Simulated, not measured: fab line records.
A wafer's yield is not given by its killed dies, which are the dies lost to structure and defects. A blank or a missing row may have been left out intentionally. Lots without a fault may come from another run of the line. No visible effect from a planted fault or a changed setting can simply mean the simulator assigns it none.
Struck lot and sound lot, side by side + flow sky130 + 35 out of 708 route steps
Sound: the wafers L304.2, L304.4, L304.5. The struck wafers were L301.3, L301.4, L301.5. The cause is given at the end.
Order at every step that has rows: each side's tool, ch and its chambers, its first start. Under that, the readings that differ: sound wafers + struck wafers + difference of the means + sigmas: that difference in standard deviations of wafers without a fault.
alike: same words and numbers on both sides, and readings whose means sit less than 2 such deviations apart. not compared: any withheld reading, any reading some wafer has no value for, any bound like >300 that may hide the same value, and any number with overlapping values for which the record gives no deviation.
The two part at a step that has a row with sigmas, a row that says differs or no value, or rows on one side only. Numbers that have no deviation but don't overlap get no sigmas and don't part them. Lack of a reading on every wafer of one side parts them only where that side has two or more wafers.

first, 10 steps without rows for these wafers: SKY_PWDE_COAT_02 (resist thk 3000 nm); SKY_PWDE_SOFTBAKE_03; SKY_PWDE_EXPOSE_04 (exposes mask PWDEM, target cd 840 nm); SKY_PWDE_PEB_05; SKY_PWDE_DEVELOP_06 (develop time 60 s); SKY_PWDE_IMPLANT_08; SKY_PWDE_STRIP_09 (strips in O2/N2); SKY_NWELL_DEHYDRATE_03 (time 60 s); SKY_NWELL_HMDS_04 (prime time 60 s); SKY_NWELL_COAT_05 (resist thk 3000 nm).
SKY_NWELL_SOFTBAKE_06:
  sound on lithoTrack-04 ch 0, day 8 17:17; struck on lithoTrack-02 ch 0, day 8 00:09
| reading                                | sound                | struck               | difference | sigmas |
|----------------------------------------|----------------------|----------------------|------------|--------|
| heaterPowerTotalW (W)                  | 65.56 65.18 65.50    | 75.50 75.69 75.72    | +10.22     | +79    |
| plateTempC (C)                         | 109.69 110.05 109.70 | 122.62 122.80 122.58 | +12.85     | +92    |
| model.coat_of_NWELL_COAT_05.thkNm (nm) | 3013 3007 3010       | 2919 2910 2906       | -98        |        |
  alike: resistLineTempC
then, 2 steps without rows for these wafers: SKY_NWELL_EXPOSE_07 (exposes mask NWM, target cd 840 nm); SKY_NWELL_PEB_08.
SKY_NWELL_DEVELOP_09: develop time 60 s.
  sound: lithoTrack-03 ch 0; struck: lithoTrack-02 ch 0
| reading                                | sound          | struck         | difference | sigmas |
|----------------------------------------|----------------|----------------|------------|--------|
| model.coat_of_NWELL_COAT_05.thkNm (nm) | 3009 3003 3005 | 2915 2906 2902 | -98        |        |
  alike: resistLineTempC
then, 3 steps without rows for these wafers: SKY_NWELL_IMPLANT_11; SKY_NWELL_IMPLANT_12; SKY_NWELL_IMPLANT_13.
SKY_NWELL_STRIP_14: strips in O2/N2.
  sound on plasmaAsher-02 ch 0, day 9 04:56; struck on plasmaAsher-01 ch 0,1, day 8 10:48
| reading                  | sound             | struck            | difference | sigmas |
|--------------------------|-------------------|-------------------|------------|--------|
| stripTimeToEndpointS (s) | 37.07 37.02 37.03 | 35.99 35.90 35.83 | -1.13      | -10    |
  alike: drypumpMotorCurrentA, n2FlowSccm, oesProductAu
  not compared: rfHoursCounterH
then, 15 steps without rows for these wafers: SKY_NWELL_DEHYDRATE_16 (time 60 s); SKY_NWELL_HMDS_17 (prime time 60 s); SKY_NWELL_COAT_18 (resist thk 3000 nm); SKY_NWELL_SOFTBAKE_19; SKY_NWELL_EXPOSE_20 (exposes mask NWM COMPLEMENT, target cd 840 nm); SKY_NWELL_PEB_21; SKY_NWELL_DEVELOP_22 (develop time 60 s); SKY_NWELL_IMPLANT_24; SKY_NWELL_STRIP_25 (strips in O2/N2); SKY_NWELL_CLEAN_27 (cleans in SC1/SC2, time 150 s); SKY_NWELL_RTA_28 (time 30 s); SKY_VT_ADJUST_HVTP_DEHYDRATE_00 (time 60 s); SKY_VT_ADJUST_HVTP_HMDS_01 (prime time 60 s); SKY_VT_ADJUST_HVTP_COAT_02 (resist thk 1140 nm); SKY_VT_ADJUST_HVTP_SOFTBAKE_03 (time 60 s).
-- the record jumps here: 38 days lie between the struck wafers' starts before and after (it left off in module VT_ADJUST_HVTP and takes up again in module METAL4, whose first step shown is number 631 of the route) --
SKY_METAL4_DESCUM_15: chemistry O2, time 8 s.
  sound on rieMetal-03 ch 0, day 47 02:07; struck on rieMetal-04 ch 0,1, day 46 09:50
  alike: drypumpMotorCurrentA, oesProductAu
  not compared: rfHoursCounterH, model.METAL4.cdNm
SKY_PAD_OPEN_PROBE_99:
  rows exist in the record for the sound wafers here (prober-02, day 50 08:46), none for the struck ones

WHERE THEY PART
Earliest at SKY_NWELL_SOFTBAKE_06; latest, in this record, at SKY_PAD_OPEN_PROBE_99.

WHY: what had been put in by the simulator
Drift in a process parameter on lithoTrack-02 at SKY_NWELL_SOFTBAKE_06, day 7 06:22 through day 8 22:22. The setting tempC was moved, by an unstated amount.
